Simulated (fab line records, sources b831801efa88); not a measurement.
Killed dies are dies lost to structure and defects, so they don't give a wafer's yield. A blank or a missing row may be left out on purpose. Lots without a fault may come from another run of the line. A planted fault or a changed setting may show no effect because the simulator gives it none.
fab line records | flow gf180mcu
record lots=14 wafers=42 last_day=34
route steps=602 shown V3@453 M4@461 V4@476
lots that met no fault: from a run of the same line without faults
start_h: hours from the record's first day to the start of the lot's first wafer shown | wait_h: hours since the lot's step before | " the same as in the row above | L1.1+2: a row that stands for several wafers | - no value, or no start given | * or withheld: withheld | < > ~ a bound
route shown NAME@n: a module of which the file shows steps, and the number in the route of the first | usual: mean/standard deviation of fault-free wafers | same: alike in all rows | chamber/n: place in a boat | sites: the reading at each site | _std_site: their standard deviation | _edge_site: outer sites' mean less inner sites' | radius_mm: how far each site lies from the wafer's centre | mask NAME#n: copy n | behind: the tool/chamber that last shaped the wafer | hold: why the lot was held/for how many hours/how that ended | device: the transistor (n, p or np) that didn't switch | end of line: the same wafers' tests at the end of the route | a step without rows: its recipe alone | killed: dies lost to structure and defects at the first sort, not the wafer's yield | map: a wafer's dies, x killed, . not, _ none there
set.NAME: the setting as run; set.NAME@STEP: as run at that earlier step | model.NAME: the simulator's own value behind a step, which no gauge read
steps of the route over a sample of lots; a table a step, a row a wafer
services: from which hour (start_h, from the record's first day; less than 0 if before it) a tool's chamber was out of use, for how many hours, and why
## steps
# step GF_V3_RS_MEAS_24
# recipe thk_meas_gauge=four-point-probe reads=W_of_V3_CVD_23+TiN_of_V3_SPUTTER_22+Ti_of_V3_SPUTTER_21
# usual V3_W_RS=0.327/0.0031
# columns lot.wafer tool chamber start_h wait_h V3_W_RS[ohm/sq]
L347.3 film_metro-03 - 524.69 0.1 0.327
L347.4 " - " " 0.324
L347.5 " - " " 0.325
L349.3 film_metro-02 - 548.04 0.1 0.327
L349.4 " - " " 0.321
L349.6 " - " " 0.323
L354.3 film_metro-03 - 584.24 0.1 0.329
L354.4 " - " " 0.326
L354.6 " - " " 0.328
L356.1 film_metro-01 - 596.11 0.1 0.330
L356.5 " - " " 0.330
L356.6 " - " " 0.324
L358.1 film_metro-02 - 611.64 0.1 0.328
L358.4 " - " " 0.328
L358.5 " - " " 0.328
L359.2 film_metro-02 - 622.83 0.1 0.324
L359.3 " - " " 0.329
L359.4 " - " " 0.326
L360.1 film_metro-01 - 630.80 0.1 0.327
L360.2 " - " " 0.331
L360.3 " - " " 0.328
L361.2 film_metro-02 - 632.02 0.1 0.326
L361.3 " - " " 0.331
L361.4 " - " " 0.327
L362.3 film_metro-03 - 641.18 0.1 0.330
L362.4 " - " " 0.330
L362.5 " - " " 0.330
L363.1 film_metro-03 - 647.91 0.1 0.326
L363.2 " - " " 0.329
L363.4 " - " " 0.328
L365.1 film_metro-01 - 663.03 0.1 0.327
L365.4 " - " " 0.329
L365.5 " - " " 0.326
L366.2 film_metro-01 - 671.51 0.1 0.324
L366.4 " - " " 0.322
L366.5 " - " " 0.329
L367.2 film_metro-03 - 678.91 0.1 0.318
L367.4 " - " " 0.325
L367.5 " - " " 0.323
L369.1 film_metro-03 - 689.83 0.1 0.327
L369.3 " - " " 0.331
L369.4 " - " " 0.326
# step GF_M4_RS_MEAS_05
# recipe thk_meas_gauge=four-point-probe reads=TiN_of_M4_SPUTTER_04+Ti_of_M4_SPUTTER_03+AlCu_of_M4_SPUTTER_02+TiN_of_M4_SPUTTER_01+Ti_of_M4_SPUTTER_00
# usual M4_ALCU_RS=0.0699/0.00077
# columns lot.wafer tool chamber start_h wait_h M4_ALCU_RS[ohm/sq]
L347.3 film_metro-02 - 525.39 0.1 0.0695
L347.4 " - " " 0.0701
L347.5 " - " " 0.0703
L349.3 film_metro-03 - 548.74 0.1 0.0686
L349.4 " - " " 0.0695
L349.6 " - " " 0.0697
L354.3 film_metro-02 - 584.94 0.1 0.0718
L354.4 " - " " 0.0703
L354.6 " - " " 0.0711
L356.1 film_metro-02 - 596.81 0.0 0.0691
L356.5 " - " " 0.0693
L356.6 " - " " 0.0704
L358.1 film_metro-02 - 612.34 0.0 0.0693
L358.4 " - " " 0.0708
L358.5 " - " " 0.0696
L359.2 film_metro-04 - 623.53 0.0 0.0716
L359.3 " - " " 0.0710
L359.4 " - " " 0.0705
L360.1 film_metro-03 - 631.50 0.0 0.0689
L360.2 " - " " 0.0689
L360.3 " - " " 0.0679
L361.2 film_metro-02 - 632.72 0.0 0.0687
L361.3 " - " " 0.0692
L361.4 " - " " 0.0698
L362.3 film_metro-04 - 641.88 0.1 0.0705
L362.4 " - " " 0.0704
L362.5 " - " " 0.0705
L363.1 film_metro-04 - 648.61 0.0 0.0689
L363.2 " - " " 0.0694
L363.4 " - " " 0.0696
L365.1 film_metro-04 - 663.73 0.0 0.0688
L365.4 " - " " 0.0698
L365.5 " - " " 0.0692
L366.2 film_metro-03 - 672.21 0.0 0.0711
L366.4 " - " " 0.0713
L366.5 " - " " 0.0713
L367.2 film_metro-02 - 679.61 0.0 0.0694
L367.4 " - " " 0.0697
L367.5 " - " " 0.0700
L369.1 film_metro-03 - 690.53 0.0 0.0692
L369.3 " - " " 0.0695
L369.4 " - " " 0.0693
# step GF_V4_CVD_00
# recipe material=SiO2 target_thk_nm=600 sigma_open_frac=0.3 temp_c=400 time_s=100 sih4_flow_sccm=60 pressure_mtorr=6
# usual susceptor_temp_C=399.97/0.21
# columns lot.wafer tool chamber start_h wait_h susceptor_temp_C
L347.3 hdpcvd-02 1 548.25 0.0 400.15
L347.4 " 2 " " 400.24
L347.5 " 1 " " 399.91
L349.3 hdpcvd-02 1 571.23 0.0 400.02
L349.4 " 1 " " 400.23
L349.6 " 0 " " 399.77
L354.3 hdpcvd-02 2 607.22 0.0 400.21
L354.4 " 2 " " 399.99
L354.6 " 0 " " 399.92
L354.3 hdpcvd-02 2 607.46 0.2 399.98
L354.4 " 2 " " 400.00
L354.6 " 0 " " 400.01
L356.1 hdpcvd-01 0 617.73 0.0 399.57
L356.5 " 0 " " 399.96
L356.6 " 1 " " 400.19
L358.1 hdpcvd-01 0 634.15 0.0 400.17
L358.4 " 1 " " 399.91
L358.5 " 0 " " 400.23
L359.2 hdpcvd-01 2 644.00 0.0 400.37
L359.3 " 1 " " 400.09
L359.4 " 2 " " 400.46
L359.2 hdpcvd-01 2 644.24 0.2 400.42
L359.3 " 1 " " 399.99
L359.4 " 2 " " 399.82
L360.1 hdpcvd-01 1 651.27 0.0 399.87
L360.2 " 2 " " 399.75
L360.3 " 0 " " 400.17
L361.2 hdpcvd-01 0 653.05 0.0 399.95
L361.3 " 1 " " 400.28
L361.4 " 0 " " 399.98
L362.3 hdpcvd-01 1 661.67 0.0 399.78
L362.4 " 2 " " 399.46
L362.5 " 1 " " 399.76
L363.1 hdpcvd-01 0 668.83 0.0 399.76
L363.2 " 1 " " 400.09
L363.4 " 0 " " 399.90
L365.1 hdpcvd-01 0 683.95 0.0 399.81
L365.4 " 2 " " 399.99
L365.5 " 0 " " 400.13
L366.2 hdpcvd-02 0 692.25 0.0 399.81
L366.4 " 0 " " 399.78
L366.5 " 1 " " 399.95
L367.2 hdpcvd-01 1 699.46 0.0 400.12
L367.4 " 1 " " 399.96
L367.5 " 2 " " 399.67
L369.1 hdpcvd-01 0 709.50 0.0 400.51
L369.3 " 2 " " 399.87
L369.4 " 2 " " 399.99
# step GF_V4_THK_MEAS_01
# recipe reads=SiO2_of_V4_CVD_00
# usual V4_CVD_00_THK=603/5.8
# columns lot.wafer tool chamber start_h wait_h V4_CVD_00_THK[nm]
L347.3 film_metro-02 - 548.35 0.1 611
L347.4 " - " " 601
L347.5 " - " " 611
L349.3 film_metro-01 - 571.32 0.1 610
L349.4 " - " " 604
L349.6 " - " " 603
L354.3 film_metro-02 - 607.55 0.1 1205
L354.4 " - " " 1206
L354.6 " - " " 1198
L354.3 film_metro-02 - 607.92 0.4 1205
L354.4 " - " " 1206
L354.6 " - " " 1198
L356.1 film_metro-04 - 617.80 0.0 597
L356.5 " - " " 603
L356.6 " - " " 599
L358.1 film_metro-04 - 634.22 0.0 605
L358.4 " - " " 599
L358.5 " - " " 603
L359.2 film_metro-01 - 644.33 0.0 1219
L359.3 " - " " 1205
L359.4 " - " " 1213
L359.2 film_metro-01 - 644.55 0.2 1218
L359.3 " - " " 1205
L359.4 " - " " 1213
L360.1 film_metro-02 - 651.34 0.0 606
L360.2 " - " " 614
L360.3 " - " " 607
L361.2 film_metro-01 - 653.14 0.0 598
L361.3 " - " " 604
L361.4 " - " " 607
L362.3 film_metro-02 - 661.76 0.1 597
L362.4 " - " " 597
L362.5 " - " " 603
L363.1 film_metro-01 - 668.91 0.0 593
L363.2 " - " " 598
L363.4 " - " " 596
L365.1 film_metro-04 - 684.02 0.0 600
L365.4 " - " " 604
L365.5 " - " " 610
L366.2 film_metro-04 - 692.34 0.0 598
L366.4 " - " " 600
L366.5 " - " " 597
L367.2 film_metro-04 - 699.54 0.0 605
L367.4 " - " " 603
L367.5 " - " " 612
L369.1 film_metro-04 - 709.57 0.0 601
L369.3 " - " " 601
L369.4 " - " " 602
# step GF_V4_BOW_MEAS_05
# recipe mode=bow
# usual V4_BOW=135/8
# columns lot.wafer tool chamber start_h wait_h V4_BOW[um]
L347.3 film_metro-01 - 549.12 0.1 145
L347.4 " - " " 141
L347.5 " - " " 143
L349.3 film_metro-02 - 571.86 0.2 128
L349.4 " - " " 139
L349.6 " - " " 134
L356.1 film_metro-01 - 618.51 0.1 135
L356.5 " - " " 145
L356.6 " - " " 146
L358.1 film_metro-01 - 634.91 0.2 127
L358.4 " - " " 128
L358.5 " - " " 121
L360.1 film_metro-04 - 651.83 0.1 132
L360.2 " - " " 123
L360.3 " - " " 126
L361.2 film_metro-02 - 653.64 0.1 133
L361.3 " - " " 135
L361.4 " - " " 139
L362.3 film_metro-01 - 662.27 0.2 152
L362.4 " - " " 140
L362.5 " - " " 132
L363.1 film_metro-02 - 669.40 0.1 145
L363.2 " - " " 145
L363.4 " - " " 137
L365.1 film_metro-02 - 684.51 0.1 126
L365.4 " - " " 125
L365.5 " - " " 133
L366.2 film_metro-04 - 692.84 0.3 134
L366.4 " - " " 140
L366.5 " - " " 131
L367.2 film_metro-04 - 700.05 0.2 137
L367.4 " - " " 138
L367.5 " - " " 131
L369.1 film_metro-01 - 710.06 0.2 134
L369.3 " - " " 130
L369.4 " - " " 120
## services
# columns tool chamber start_h hours kind
hdpcvd-01 - 539.25 15.0 pm
hdpcvd-01 0 539.25 15.0 vent_cycle
hdpcvd-01 1 539.25 15.0 vent_cycle
hdpcvd-01 2 539.25 15.0 vent_cycle
hdpcvd-02 0 542.57 10.2 repair
hdpcvd-01 0 554.25 - clean
hdpcvd-01 1 554.25 - clean
hdpcvd-01 2 554.25 - clean
hdpcvd-02 0 556.67 13.3 repair
hdpcvd-02 - 634.02 1.0 repair
hdpcvd-02 - 650.29 14.6 pm
hdpcvd-02 2 694.85 3.0 repair
## key
first_sign step=GF_V4_CVD_00 reading=visit direction=added
effect step=GF_V4_THK_MEAS_01 reading=visit direction=added
effect step=GF_V4_THK_MEAS_01 reading=V4_CVD_00_THK direction=up sigmas=99+ usual=603 struck=1208
met_at GF_V4_CVD_00
struck_lots L354,L359
scrapped_behind GF_V4_THK_MEAS_01 L354.3,L354.4,L354.6,L359.2,L359.3,L359.4
not_acting_at GF_V3_RS_MEAS_24,GF_M4_RS_MEAS_05,GF_V4_BOW_MEAS_05
fault kind=repeated_step_whole tool=hdpcvd-01,hdpcvd-02 chamber=- onset_h=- steps=GF_V4_CVD_00 times=1 scope=struck_lots_only
